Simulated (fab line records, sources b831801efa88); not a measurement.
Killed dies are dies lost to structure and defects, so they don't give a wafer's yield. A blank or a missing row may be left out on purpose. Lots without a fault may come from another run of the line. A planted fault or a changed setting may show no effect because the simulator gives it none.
Tool commonality check | flow sky130 | 11 lots, 33 wafers sampled

WHY IT WAS OPENED
At SKY_SD_P_TW_MEAS_11 the reading SD_P_TW is flagged on 2 of 11 lots. Wafers without a fault read 2819, standard deviation 12.
Rule: a lot is flagged when every wafer of it that has a number lies more than 4 standard deviations from that mean, or none has a number. The other lots count as sound.

lot  | measured     | on            | SD_P_TW, wafer by wafer | flag
L678 | day 27 14:58 | film_metro-01 | 2809 2821 2824          |
L681 | day 28 13:49 | film_metro-03 | 2809 2820 2812          |
L680 | day 28 15:17 | film_metro-04 | 2820 2818 2822          |
L683 | day 29 02:25 | film_metro-04 | 2819 2839 2831          |
L684 | day 29 13:23 | film_metro-04 | 2810 2836 2806          |
L685 | day 29 21:56 | film_metro-04 | 2839 2838 2825          |
L686 | day 30 11:56 | film_metro-04 | 2695 2702 2697          | FLAGGED
L689 | day 31 03:35 | film_metro-03 | 2699 2707 2725          | FLAGGED
L690 | day 31 14:53 | film_metro-04 | 2832 2837 2818          |
L694 | day 32 18:41 | film_metro-03 | 2808 2808 2806          |
L695 | day 32 20:59 | film_metro-03 | 2812 2796 2801          |
The numbers of the flagged lots are 2704 on average: -115 against the usual, or -10 standard deviations.

WHICH TOOL RAN EACH LOT
The record holds 2 process steps before the reading, out of a route of 708 steps. In each cell: the tool, then ch and the chambers that the sampled wafers went through, then the start.
lot  | flag    | SKY_SD_P_IMPLANT_09             | SKY_SD_P_STRIP_10
L678 |         | implanter-02 ch 0, day 27 14:43 | plasma_asher-02 ch 0,1, day 27 14:52
L681 |         | implanter-01 ch 0, day 28 13:34 | plasma_asher-03 ch 0,1, day 28 13:43
L680 |         | implanter-02 ch 0, day 28 15:02 | plasma_asher-04 ch 0,1, day 28 15:11
L683 |         | implanter-02 ch 0, day 29 02:11 | plasma_asher-02 ch 0,1, day 29 02:19
L684 |         | implanter-04 ch 0, day 29 13:10 | plasma_asher-04 ch 1, day 29 13:17
L685 |         | implanter-02 ch 0, day 29 21:41 | plasma_asher-04 ch 0,1, day 29 21:50
L686 | FLAGGED | implanter-02 ch 0, day 30 11:43 | plasma_asher-03 ch 0,1, day 30 11:50
L689 | FLAGGED | implanter-02 ch 0, day 31 03:22 | plasma_asher-04 ch 0,1, day 31 03:29
L690 |         | implanter-04 ch 0, day 31 14:38 | plasma_asher-03 ch 0,1, day 31 14:47
L694 |         | implanter-01 ch 0, day 32 18:28 | plasma_asher-04 ch 0,1, day 32 18:36
L695 |         | implanter-01 ch 0, day 32 20:44 | plasma_asher-03 ch 0,1, day 32 20:53
What these steps do:
- SKY_SD_P_IMPLANT_09
- SKY_SD_P_STRIP_10: strips in O2/N2.
- SKY_SD_P_TW_MEAS_11

FLAGGED OVER TOTAL, TOOL BY TOOL (the gauges that took the reading come last)
step                | tool            | lots run | flagged | share of the flagged lots | sound lots run after its first flagged lot
SKY_SD_P_IMPLANT_09 | implanter-01    | 3        | 0       | none                      | -
SKY_SD_P_IMPLANT_09 | implanter-02    | 6        | 2       | all                       | 0
SKY_SD_P_IMPLANT_09 | implanter-04    | 2        | 0       | none                      | -
SKY_SD_P_STRIP_10   | plasma_asher-02 | 2        | 0       | none                      | -
SKY_SD_P_STRIP_10   | plasma_asher-03 | 4        | 1       | some                      | 2 (L690,L695)
SKY_SD_P_STRIP_10   | plasma_asher-04 | 5        | 1       | some                      | 1 (L694)
SKY_SD_P_TW_MEAS_11 | film_metro-01   | 1        | 0       | none                      | -
SKY_SD_P_TW_MEAS_11 | film_metro-03   | 4        | 1       | some                      | 2 (L694,L695)
SKY_SD_P_TW_MEAS_11 | film_metro-04   | 6        | 1       | some                      | 1 (L690)

WHAT THE TABLE ALLOWS
1 row of the table ran every flagged lot: implanter-02 at SKY_SD_P_IMPLANT_09.
- implanter-02 at SKY_SD_P_IMPLANT_09: 2 of its 6 lots flagged. Its last sound lot is L685 (day 29 21:41), its first flagged lot L686 (day 30 11:43): a fault that began between those two fits.
One tool is left: implanter-02 at SKY_SD_P_IMPLANT_09.

WHAT THE SIMULATOR HAD PUT IN
Process parameter drift: implanter-02, from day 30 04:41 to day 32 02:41, at SKY_SD_P_IMPLANT_09. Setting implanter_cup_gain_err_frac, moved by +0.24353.
Lots struck among those shown: L686, L689. The rule above found the same.
